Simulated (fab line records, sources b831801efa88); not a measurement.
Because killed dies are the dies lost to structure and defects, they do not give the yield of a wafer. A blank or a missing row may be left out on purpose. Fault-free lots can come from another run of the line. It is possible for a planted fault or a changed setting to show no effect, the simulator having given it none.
A single fault, viewed from 2 desks -- flow sky130 -- every desk sees just its own numbers, and what lay behind them comes last

## FOR THE TOOL OWNER'S DESK: rie-diel-02
The tool's own readings at SKY_METAL3_ETCH_17 (etches SiO2 in C4F8/O2/Ar, stops on TiN, time 3.9 s, target depth 15 nm): means of the sampled wafers that have a number, for each lot that ran on this tool. A lot is out of limits, marked OUT, if its mean lies more than 4 standard deviations from the usual mean; the brackets give that distance.
Columns: A = oes-product-au at SKY_METAL3_ETCH_17, usual 0.752 a.u.
lot,first seen here,A
L565,day 38 21:43,0.756
L566,day 39 00:28,0.762
L570,day 40 07:49,0.758
L572,day 41 07:04,0.757
L575,day 41 22:33,0.752
Result from this desk: across the 5 lots, nothing is out of limits.

## FROM THE METROLOGY DESK
What the gauges read for every lot (on any tool): the sampled wafers with a number, averaged. A lot is out of limits, marked OUT, if its mean lies more than 4 standard deviations from the usual mean; the brackets give that distance.
Columns: A = PASSIVATION_CVD_00_THK at SKY_PASSIVATION_THK_MEAS_01, usual 89.9 nm
lot,first seen here,A
L564,day 43 15:09,90.7
L565,day 44 04:02,90.5
L566,day 44 10:14,90.5
L570,day 45 11:15,90.0
L569,day 45 20:19,90.8
L572,day 46 07:19,91.2
L573,day 46 09:35,88.7
L575,day 46 20:52,90.6
L578,day 47 16:06,89.5
L582,day 48 14:49,90.7
L583,day 48 17:43,89.4
L586,day 49 07:56,89.4
Result from this desk: across the 12 lots, nothing is out of limits.

## ALL TOGETHER
Nothing out of limits was seen by the tool owner's desk.
From the metrology desk's view, nothing was out of limits.

## WHAT HAD BEEN PUT IN BY THE SIMULATOR
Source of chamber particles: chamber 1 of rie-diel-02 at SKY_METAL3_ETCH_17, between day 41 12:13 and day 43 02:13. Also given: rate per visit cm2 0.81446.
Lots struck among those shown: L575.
